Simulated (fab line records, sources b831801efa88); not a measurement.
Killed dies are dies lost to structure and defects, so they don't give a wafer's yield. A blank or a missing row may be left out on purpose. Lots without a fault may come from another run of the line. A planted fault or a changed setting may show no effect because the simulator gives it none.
fab line records | flow sfq_line
record lots=6 wafers=18 last_day=94
route steps=325 shown L0V@27 M0@28
lots that met no fault: from a run of the same line without faults
start_h: hours from the record's first day to the start of the lot's first wafer shown | wait_h: hours since the lot's step before | " the same as in the row above | L1.1+2: a row that stands for several wafers | - no value, or no start given | * or withheld: withheld | < > ~ a bound
route shown NAME@n: a module of which the file shows steps, and the number in the route of the first | usual: mean/standard deviation of fault-free wafers | same: alike in all rows | chamber/n: place in a boat | sites: the reading at each site | _std_site: their standard deviation | _edge_site: outer sites' mean less inner sites' | radius_mm: how far each site lies from the wafer's centre | mask NAME#n: copy n | behind: the tool/chamber that last shaped the wafer | hold: why the lot was held/for how many hours/how that ended | device: the transistor (n, p or np) that didn't switch | end of line: the same wafers' tests at the end of the route | a step without rows: its recipe alone | killed: dies lost to structure and defects at the first sort, not the wafer's yield | map: a wafer's dies, x killed, . not, _ none there
set.NAME: the setting as run; set.NAME@STEP: as run at that earlier step | model.NAME: the simulator's own value behind a step, which no gauge read
lots at some steps of the route; a table a step, a row a wafer
services: from which hour (start_h, from the record's first day; less than 0 if before it) a tool's chamber was out of use, for how many hours, and why
## steps
# step SFQ_TRILAYER_L0_VIA_STRIP_SOLV_CLEAN_018
# recipe chemistry=NMP temp_c=70 time_s=600
# step SFQ_TRILAYER_M0_DEP_PRE_CLEAN_020
# recipe gas=Ar time_s=15 bias_v=250
# step SFQ_TRILAYER_M0_DEP_SPUTTER_019
# recipe material=Nb base_pressure_pa=1.33e-06 chamber_pressure_pa=0.1333 substrate_temp_c=20 resputter_cathode_voltage_v=400 target_thk_nm=200 power_w=2000 time_s=133.3
# usual throttle_valve_pct=30.2/0.92
# columns lot.wafer tool chamber start_h wait_h throttle_valve_pct
L625.2 pvd_sputter-04 - 156.70 0.0 29.2
L625.3 " - " " 29.5
L625.6 " - " " 29.2
L633.1 pvd_sputter-06 - 230.38 0.0 30.1
L633.3 " - " " 30.2
L633.4 " - " " 30.6
L638.4 pvd_sputter-04 - 262.78 0.0 29.5
L638.5 " - " " 30.5
L638.6 " - " " 29.2
L640.2 pvd_sputter-03 - 271.18 0.0 29.9
L640.3 " - " " 31.1
L640.6 " - " " 31.3
L644.2 pvd_sputter-04 - 301.18 0.0 29.5
L644.5 " - " " 29.7
L644.6 " - " " 30.6
L646.1 pvd_sputter-04 - 326.50 0.0 29.1
L646.5 " - " " 29.9
L646.6 " - " " 30.4
# step SFQ_M0_RS_MEAS_904
# recipe thk_meas_gauge=four-point-probe reads=Nb_of_TRILAYER_M0_DEP_SPUTTER_019
# usual M0_NB_RS=0.892/0.0097
# columns lot.wafer tool chamber start_h wait_h M0_NB_RS[ohm/sq]
L625.2 film_metro-03 - 156.82 0.1 0.905
L625.3 " - " " 0.896
L625.6 " - " " 0.906
L633.1 film_metro-03 - 230.47 0.0 0.896
L633.3 " - " " 0.891
L633.4 " - " " 0.905
L638.4 film_metro-03 - 262.93 0.1 0.886
L638.5 " - " " 0.886
L638.6 " - " " 0.891
L640.2 film_metro-04 - 271.29 0.1 0.889
L640.3 " - " " 0.878
L640.6 " - " " 0.888
L644.2 film_metro-04 - 301.29 0.1 0.898
L644.5 " - " " 0.875
L644.6 " - " " 0.893
L646.1 film_metro-01 - 326.59 0.0 0.894
L646.5 " - " " 0.882
L646.6 " - " " 0.887
# step SFQ_TRILAYER_M0_LITHO_COAT_026
# recipe resist=BARC spin_rpm=3000 resist_thk_nm=62
# step SFQ_TRILAYER_M0_LITHO_COAT_021
# recipe resist=KrF spin_rpm=3000 resist_thk_nm=600
# step SFQ_TRILAYER_M0_LITHO_SOFTBAKE_025
# recipe temp_c=withheld time_s=withheld resist=KrF
# step SFQ_TRILAYER_M0_LITHO_EXPOSE_022
# recipe mask_id=M0 na=0.6 source_shape=conventional sigma_outer=0.65 target_cd_nm=500 dose_mj=14.4
# step SFQ_TRILAYER_M0_LITHO_PEB_024
# recipe peb_temp_c=115 peb_time_s=60 resist=KrF
# step SFQ_TRILAYER_M0_LITHO_DEVELOP_023
# recipe time_s=60 resist=KrF
# step SFQ_M0_OVL_MEAS_906
# usual M0_OVL=2/5.7
# columns lot.wafer tool chamber start_h wait_h M0_OVL[nm]
L625.2 overlay-02 - 259.46 0.1 1
L625.3 " - " " -2
L625.6 " - " " -4
L633.1 overlay-01 - 345.98 0.1 -5
L633.3 " - " " -7
L633.4 " - " " 0
L638.4 overlay-01 - 392.61 0.1 6
L638.5 " - " " 10
L638.6 " - " " 2
L640.2 overlay-01 - 401.00 0.1 3
L640.3 " - " " 3
L640.6 " - " " 5
L644.2 overlay-02 - 439.52 0.1 -11
L644.5 " - " " -8
L644.6 " - " " -8
L646.1 overlay-01 - 465.38 0.1 -1
L646.5 " - " " -4
L646.6 " - " " 3
# step SFQ_TRILAYER_M0_BARC_OPEN_METAL_ETCH_031
# recipe mask_material=PR chemistry=O2 target_depth_nm=125 target=BARC icp_w=600 bias_w=80 pressure_mtorr=10 time_s=41.7
# usual chamber_pressure_mTorr=10.001/0.0088 drypump_motor_current_A=5.6/0.42 oes_product_au=0.684/0.0048 run_length_s=70.00/0.29
# columns lot.wafer tool chamber start_h wait_h chamber_pressure_mTorr drypump_motor_current_A oes_product_au rf_hours_counter_h run_length_s model.KrF_of_TRILAYER_M0_LITHO_COAT_021.thk_nm
L625.2 rie_metal-03 0 259.49 0.0 9.990 5.5 0.680 17 70.13 518.1
L625.3 " 0 " " 10.011 5.5 0.685 - 69.67 521.1
L625.6 " 0 " " 9.998 5.5 0.690 - 69.79 518.7
L633.1 rie_metal-03 1 346.02 0.0 10.001 5.8 0.681 2 69.95 520.5
L633.3 " 1 " " 9.996 5.8 0.685 - 70.02 523.2
L633.4 " 0 " " 10.013 5.5 0.692 - 69.65 523
L638.4 rie_metal-03 0 392.65 0.0 9.991 5.5 0.681 - 70.37 523.3
L638.5 " 0 " " 10.003 5.5 0.682 - 69.95 521.3
L638.6 " 1 " " 10.009 5.7 0.599 - 86.20 499.1
L640.2 rie_metal-03 1 401.03 0.0 9.998 5.7 0.601 11 86.13 502
L640.3 " 1 " " 9.989 5.8 0.602 - 86.45 501.5
L640.6 " 1 " " 9.998 5.7 0.594 - 85.88 500.1
L644.2 rie_metal-04 0 439.55 0.0 9.993 5.3 0.691 2 70.33 518.9
L644.5 " 1 " " 9.993 5.2 0.685 - 70.66 520.7
L644.6 " 0 " " 10.001 5.3 0.684 - 70.24 520.1
L646.1 rie_metal-02 1 465.42 0.0 9.982 6.4 0.685 9 69.46 520.7
L646.5 " 1 " " 9.995 6.4 0.673 - 69.90 521.6
L646.6 " 0 " " 9.989 5.3 0.684 - 69.90 520.8
# step SFQ_TRILAYER_M0_ETCH_METAL_ETCH_024
# recipe target=Nb stop_on=SiO2 mask_material=PR chemistry=Cl2/Ar target_depth_nm=240 icp_w=600 bias_w=80 pressure_mtorr=10 time_s=120
# usual chamber_pressure_mTorr=10.001/0.0081 drypump_motor_current_A=5.6/0.42 oes_product_au=0.894/0.0077 run_length_s=148.29/0.29
# columns lot.wafer tool chamber start_h wait_h chamber_pressure_mTorr drypump_motor_current_A oes_product_au rf_hours_counter_h run_length_s model.KrF_of_TRILAYER_M0_LITHO_COAT_021.thk_nm
L625.2 rie_metal-03 0 259.55 0.0 9.995 5.5 0.888 17 148.31 377.8
L625.3 " 0 " " 10.006 5.5 0.893 - 148.18 380.3
L625.6 " 0 " " 10.003 5.5 0.885 - 148.03 378.3
L633.1 rie_metal-03 1 346.08 0.0 9.993 5.8 0.890 2 148.25 377.4
L633.3 " 1 " " 10.014 5.8 0.895 - 148.26 379.4
L633.4 " 0 " " 10.005 5.5 0.883 - 148.10 381.6
L638.4 rie_metal-03 0 392.73 0.1 9.991 5.5 0.900 - 147.88 382.1
L638.5 " 0 " " 10.011 5.5 0.890 - 148.12 380.5
L638.6 " 1 " " 9.995 5.8 0.893 - 148.42 353.7
L640.2 rie_metal-03 1 401.09 0.0 9.999 5.8 0.897 11 148.48 355.4
L640.3 " 1 " " 9.993 5.8 0.905 - 148.52 356.1
L640.6 " 1 " " 10.002 5.8 0.900 - 148.45 353.9
L644.2 rie_metal-04 0 439.61 0.0 9.998 5.3 0.893 2 148.19 375.3
L644.5 " 1 " " 10.009 5.2 0.907 - 148.49 377.8
L644.6 " 0 " " 9.999 5.3 0.900 - 148.25 376.3
L646.1 rie_metal-02 1 465.48 0.0 9.990 6.4 0.882 9 148.39 380.9
L646.5 " 1 " " 10.006 6.4 0.898 - 148.66 382.6
L646.6 " 0 " " 10.007 5.3 0.900 - 148.76 379
# step SFQ_TRILAYER_M0_STRIP_STRIP_025
# recipe gas=O2 power_w=200 platen_temp_c=40 overash_fraction=0.65 chemistry=O2 pressure_mtorr=50
# usual chamber_pressure_mTorr=50.00/0.043 drypump_motor_current_A=5.6/0.42 oes_product_au=1.002/0.0078
# columns lot.wafer tool chamber start_h wait_h chamber_pressure_mTorr drypump_motor_current_A oes_product_au rf_hours_counter_h
L625.2 rie_metal-03 0 259.68 0.1 50.04 5.5 0.996 17
L625.3 " 0 " " 49.99 5.5 1.001 -
L625.6 " 0 " " 50.00 5.5 1.022 -
L633.1 rie_metal-03 1 346.20 0.1 50.04 5.8 1.005 2
L633.3 " 1 " " 49.98 5.7 1.007 -
L633.4 " 0 " " 50.05 5.5 1.000 -
L638.4 rie_metal-03 0 393.01 0.2 50.05 5.5 1.001 -
L638.5 " 0 " " 49.95 5.5 1.000 -
L638.6 " 1 " " 49.94 5.8 1.017 -
L640.2 rie_metal-03 1 401.21 0.1 50.02 5.8 1.007 11
L640.3 " 1 " " 50.05 5.8 1.010 -
L640.6 " 1 " " 50.05 5.8 1.012 -
L644.2 rie_metal-04 0 439.74 0.1 50.10 5.3 1.006 2
L644.5 " 1 " " 49.98 5.2 0.997 -
L644.6 " 0 " " 49.99 5.3 1.016 -
L646.1 rie_metal-02 1 465.60 0.1 50.00 6.5 0.999 9
L646.5 " 1 " " 49.96 6.5 0.997 -
L646.6 " 0 " " 49.96 5.3 1.004 -
## services
# columns tool chamber start_h hours kind
rie_metal-03 0 146.80 10.5 repair
rie_metal-04 - 155.61 14.6 pm
pvd_sputter-06 - 171.91 7.9 repair
pvd_sputter-06 - 177.77 2.8 repair
rie_metal-02 - 203.10 0.6 repair
rie_metal-02 - 245.08 0.7 repair
pvd_sputter-03 - 294.09 1.5 repair
rie_metal-03 1 317.74 - clean
rie_metal-03 1 317.74 18.3 scheduled_down
rie_metal-03 1 317.74 18.3 vent_cycle
rie_metal-04 1 350.32 11.1 repair
pvd_sputter-03 - 358.34 4.2 repair
rie_metal-04 1 361.74 - clean
rie_metal-04 1 361.74 27.8 scheduled_down
rie_metal-04 1 361.74 27.8 vent_cycle
rie_metal-02 1 367.63 - clean
rie_metal-02 1 367.63 23.5 scheduled_down
pvd_sputter-06 - 373.31 7.4 repair
pvd_sputter-06 - 407.92 9.0 repair
pvd_sputter-06 - 415.60 1.1 repair
pvd_sputter-03 - 427.33 1.2 repair
rie_metal-03 1 443.79 8.5 repair
rie_metal-02 - 456.79 0.6 repair
rie_metal-04 0 458.12 19.4 repair
## key
first_sign step=SFQ_TRILAYER_M0_BARC_OPEN_METAL_ETCH_031 reading=run_length_s direction=up sigmas=55 usual=* struck=*
effect step=SFQ_TRILAYER_M0_BARC_OPEN_METAL_ETCH_031 reading=oes_product_au direction=down sigmas=18 usual=0.684 struck=0.599
model_effect step=SFQ_TRILAYER_M0_BARC_OPEN_METAL_ETCH_031 value=KrF_of_TRILAYER_M0_LITHO_COAT_021.thk_nm without=520.8 struck=500.7
model_effect step=SFQ_TRILAYER_M0_ETCH_METAL_ETCH_024 value=KrF_of_TRILAYER_M0_LITHO_COAT_021.thk_nm without=374.9 struck=354.8
met_at SFQ_TRILAYER_M0_BARC_OPEN_METAL_ETCH_031
struck_wafers L638.6,L640.2,L640.3,L640.6
onset_between 346.02 392.65
fault kind=process_parameter_drift tool=rie_metal-03 chamber=1 onset_h=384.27 steps=SFQ_TRILAYER_M0_BARC_OPEN_METAL_ETCH_031 channel=time_s offset=* shape=step end_h=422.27 acts_in=* stated=*
